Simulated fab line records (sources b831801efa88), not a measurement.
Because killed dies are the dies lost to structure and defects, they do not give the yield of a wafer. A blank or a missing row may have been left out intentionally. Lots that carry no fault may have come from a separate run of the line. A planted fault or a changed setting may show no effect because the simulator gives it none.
Matching of chambers    flow sfq line    4 sister chambers for SFQ_TRILAYER_I7_CMP_CMP_184 on cmp-02
The step polishes SiO2. 16 wafers are shown with their chamber, then 8 later ones without.

## WAFERS PAIRED WITH THEIR CHAMBERS
wafer   chamber  motor current A (A)  time to endpoint s (s)
L747.1  2        8.1                  207
L747.4  3        9.3                  208
L747.6  3        9.7                  198
L749.2  3        9.8                  196
L749.3  0        8.9                  207
L749.6  1        9.8                  222
L750.3  2        8.7                  220
L750.5  3        9.7                  211
L750.6  2        7.9                  215
L752.2  3        10.1                 208
L752.1  1        10.3                 224
L752.6  2        8.5                  227
L753.1  0        8.8                  220
L753.5  0        8.6                  217
L753.6  3        9.5                  208
L756.1  2        8.6                  213

SIGNATURES (averages over the wafers above)
reading             chamber 0  chamber 1  chamber 2  chamber 3  scatter within a chamber
motor current A     8.767      10.050     8.360      9.683      0.29
time to endpoint s  214.67     223.00     216.40     204.83     6.55
Rule: distance of a wafer from a chamber = root of the sum over the readings of ((wafer's reading minus chamber's mean) / reading's scatter) squared. The wafer belongs to the nearest chamber; if the next one is less than 2 further off, it can't be placed. The scatter is the square root of a quotient: the sum, over the shown wafers, of each reading's squared deviation from its chamber's mean, divided by wafers minus chambers.

## WAFERS WHOSE CHAMBER IS MISSING
wafer   motor current A (A)  time to endpoint s (s)
L756.2  9.9                  207
L756.6  7.9                  217
L757.2  9.9                  215
L757.5  10.4                 225
L757.6  8.7                  216
L770.1  9.7                  200
L770.3  8.8                  203
L770.5  8.6                  214

## CHAMBER TAKEN BY EACH
wafer   from the rows above           in truth
L756.2  can't be placed: 3 or 1       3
L756.6  can't be placed: 2 or 0       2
L757.2  can't be placed: 1 or 3       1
L757.5  1                             1
L757.6  can't be placed: 0 or 2       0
L770.1  3                             3
L770.3  can't be placed: 0 or 2 or 3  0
L770.5  can't be placed: 0 or 2       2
Placed correctly: 2 of 8. From these rows, 6 cannot be placed; in 6 the true chamber is one of the candidates. Placed wrongly: 0.
